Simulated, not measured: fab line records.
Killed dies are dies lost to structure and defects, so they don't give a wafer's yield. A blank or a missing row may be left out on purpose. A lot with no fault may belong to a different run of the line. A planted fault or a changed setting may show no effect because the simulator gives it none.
Problem report, 8D (eight disciplines) form, completed by code    flow sky130    the parts of the form that need people (team, actions taken, sign-off) are left out

## 1. PROBLEM STATEMENT
Wafers without a fault read 125.9 s, standard deviation 0.43; run length s at SKY_FIELD_ISO_ETCH_17 reads a mean of 80.2 s on 4 wafers belonging to 3 lots. That is -99 or more standard deviations from the usual mean.
The step: etches Si in HBr/Cl2/O2, target depth 342 nm, time 97.7 s.
First observed at day 3 09:16: wafer L260.6, on rie si-01. The record has a number at this step for 19 wafers belonging to 7 lots. By rule, "out" or "out of limits" means more than 4 standard deviations away from the usual mean. All remaining wafers that have a number are taken as sound.

## 2. WHAT IT IS, AND WHAT IT ISN'T
question                     is                              is not
which readings at this step  run length s                    drypump motor current A, mfc cl2 sccm, oes product au, throttle valve pct
which lots                   L260, L263, L264                L258, L270, L272, L276
which wafers of those lots   L260.6, L263.1, L264.1, L264.6  L260.4, L260.5, L263.3
read on which tools          rie si-01                       rie si-02
when                         from day 3 09:16                up to then (5 sound wafers); but 10 sound wafers of L263, L270, L272, L276 came after

## 3. THE SUSPECTS, EACH WITH WHAT RULES IT OUT
Counting: if a tool at a process step up to the reading ran every lot that is out, it stays a suspect. Sound lots after the first of them don't rule it out here, since some wafers of a struck lot are sound.
- rie si-01 at SKY_FIELD_ISO_ETCH_17 (etches Si in HBr/Cl2/O2, target depth 342 nm, time 97.7 s): kept. Every lot that is out went through it, the first being L260 (day 3 09:16); the last sound lot it ran before that was L258 (day 3 01:05). Its own readings are out on those wafers: run length s.
Remaining after the count: rie si-01 at SKY_FIELD_ISO_ETCH_17.

## 4. THE CAUSE (what the simulator had put in)
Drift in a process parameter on rie si-01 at SKY_FIELD_ISO_ETCH_17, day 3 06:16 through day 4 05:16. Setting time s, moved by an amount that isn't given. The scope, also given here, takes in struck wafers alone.
Only this tool survived the counting.

## 5. THE EFFECT CHAIN, in route order
Rows list readings where the struck wafers' mean (over those with a number) sits beyond 3 standard deviations from the usual. Readings are gone through only where the record gives a usual standard deviation; hours: the median, over the lots, of the time from a lot's start at the first step in this table giving one to that lot's start at this step; sigmas: the change measured in usual standard deviations.
hours  step                   reading       usual    on struck wafers  change  sigmas
0      SKY_FIELD_ISO_ETCH_17  run length s  125.9 s  80.2              -45.7   -99 or more
Here are the process steps it includes:
- SKY_FIELD_ISO_ETCH_17: etches Si in HBr/Cl2/O2, target depth 342 nm, time 97.7 s.
Readings that are blank on the struck wafers while sound wafers have them: bias w at SKY_FIELD_ISO_ETCH_17; rf fwd power W at SKY_FIELD_ISO_ETCH_17.
Later measuring or inspecting steps at which every struck wafer that the step has a row for has a number for every such reading, and none has moved that far: SKY_FIELD_ISO_THK_MEAS_23, SKY_FIELD_ISO_THK_MEAS_25.

## 6. WHAT WOULD HAVE CAUGHT IT SOONER
In this record no reading fell out of limits until day 3 09:16, 3 hours after the fault had begun at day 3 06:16.
